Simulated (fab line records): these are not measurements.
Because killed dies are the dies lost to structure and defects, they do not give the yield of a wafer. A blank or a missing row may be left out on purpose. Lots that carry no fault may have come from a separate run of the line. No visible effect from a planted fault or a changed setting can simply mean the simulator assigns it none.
The same fault as seen by 2 desks	flow sky130	every desk sees just its own numbers, and what lay behind them comes last

## FOR THE TOOL OWNER'S DESK: lpcvd-02
The tool's own readings at SKY_SPACER_CVD_00 (deposits Si3N4 from DCS/NH3, target thk 43.1 nm, time 740 s): means of the sampled wafers that have a number, for each lot that ran on this tool. Marked OUT: a lot whose mean sits more than 4 standard deviations from the usual mean, which makes it out of limits; the brackets give that distance. Shown are 7 of the 8 readings it has, namely the first that went out of limits plus those furthest out on some lot.
Columns: A = spike_tc_bottom_C at SKY_SPACER_CVD_00, usual 791.3 C; B = spike_tc_centre_C at SKY_SPACER_CVD_00, usual 771.2 C; C = spike_tc_lower_C at SKY_SPACER_CVD_00, usual 770.0 C; D = spike_tc_top_C at SKY_SPACER_CVD_00, usual 785.0 C; E = spike_tc_upper_C at SKY_SPACER_CVD_00, usual 769.8 C; F = susceptor_temp_C at SKY_SPACER_CVD_00, usual 769.95 C; G = zone_power_top_pct at SKY_SPACER_CVD_00, usual 27.6 %
lot	first seen here	A	B	C	D	E	F	G
L108	day 23 01:52	792.5	772.3	771.3	783.3	770.6	769.98	26.4
L110	day 23 20:33	791.9	771.5	771.4	785.5	770.5	769.98	26.6
L113	day 24 21:26	792.4	771.8	771.3	785.6	770.4	769.96	26.5
L114	day 25 16:35	793.1	772.5	770.3	784.4	769.3	769.87	26.6
L115	day 25 20:13	792.9	771.6	770.5	782.7	770.6	770.02	26.3
L116	day 26 15:26	790.5	770.3	768.0	786.2	769.3	770.44	29.0
L123	day 29 07:17	789.9	769.5	768.7	786.4	768.8	769.80	28.8
L124	day 29 11:17	795.5	775.1	773.5	790.0	773.7	775.17 (+17) OUT	29.4
L125	day 29 12:47	797.1	777.9 (+4.8) OUT	775.7 (+4.1) OUT	789.0	775.3 (+5.6) OUT	775.08 (+17) OUT	26.6
L126	day 29 21:26	794.7	774.3	773.6	791.4 (+4.6) OUT	773.8 (+4.1) OUT	775.00 (+17) OUT	29.1
Finding of this desk: L124, L125, L126 out of limits; the first was L124 at day 29 11:17, on susceptor_temp_C at SKY_SPACER_CVD_00. L108, L110, L113, L114, L115, L116, L123: within limits.

## FROM THE METROLOGY DESK
What the gauges read for every lot (on any tool): the sampled wafers with a number, averaged. Marked OUT: a lot whose mean sits more than 4 standard deviations from the usual mean, which makes it out of limits; the brackets give that distance.
Columns: A = GATE_OXIDE_OVL at SKY_GATE_OXIDE_OVL_MEAS_10, usual -1.3 nm; B = LDD_P_TW at SKY_LDD_P_TW_MEAS_11, usual 631; C = SPACER_CVD_00_THK at SKY_SPACER_THK_MEAS_01, usual 43.3 nm
lot	first seen here	A	B	C
L108	day 13 21:14	0.7	645	43.3
L110	day 14 14:44	0.1	627	42.7
L113	day 15 17:11	-1.3	631	43.0
L114	day 16 07:45	-2.2	641	43.0
L115	day 16 13:47	-1.4	633	42.7
L116	day 17 08:41	1.3	624	42.8
L123	day 20 03:38	0.7	631	43.9
L124	day 20 09:56	-1.1	626	47.1 (+8.4) OUT
L125	day 20 12:11	-2.3	627	47.9 (+10) OUT
L126	day 20 19:41	-2.5	624	47.3 (+8.9) OUT
Per this desk, out of limits: L124, L125, L126; the first was L124, day 29 12:29 (SPACER_CVD_00_THK at SKY_SPACER_THK_MEAS_01). L108, L110, L113, L114, L115, L116, L123: within limits.

## ALL TOGETHER
The tool owner's desk could have raised an alarm at day 29 11:17, on L124, L125, L126.
The metrology desk could have raised an alarm at day 29 12:29, on L124, L125, L126.
SKY_SPACER_CVD_00 was run on lpcvd-02 by each of the lots named.

## WHAT WAS PUT IN BY THE SIMULATOR
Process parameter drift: lpcvd-02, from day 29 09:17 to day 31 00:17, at SKY_SPACER_CVD_00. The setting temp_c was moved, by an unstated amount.
Lots struck among those shown: L124, L125, L126.
Time in hours from fault onset to the first out-of-limits reading at each desk: tool owner's desk 2, metrology desk 3.
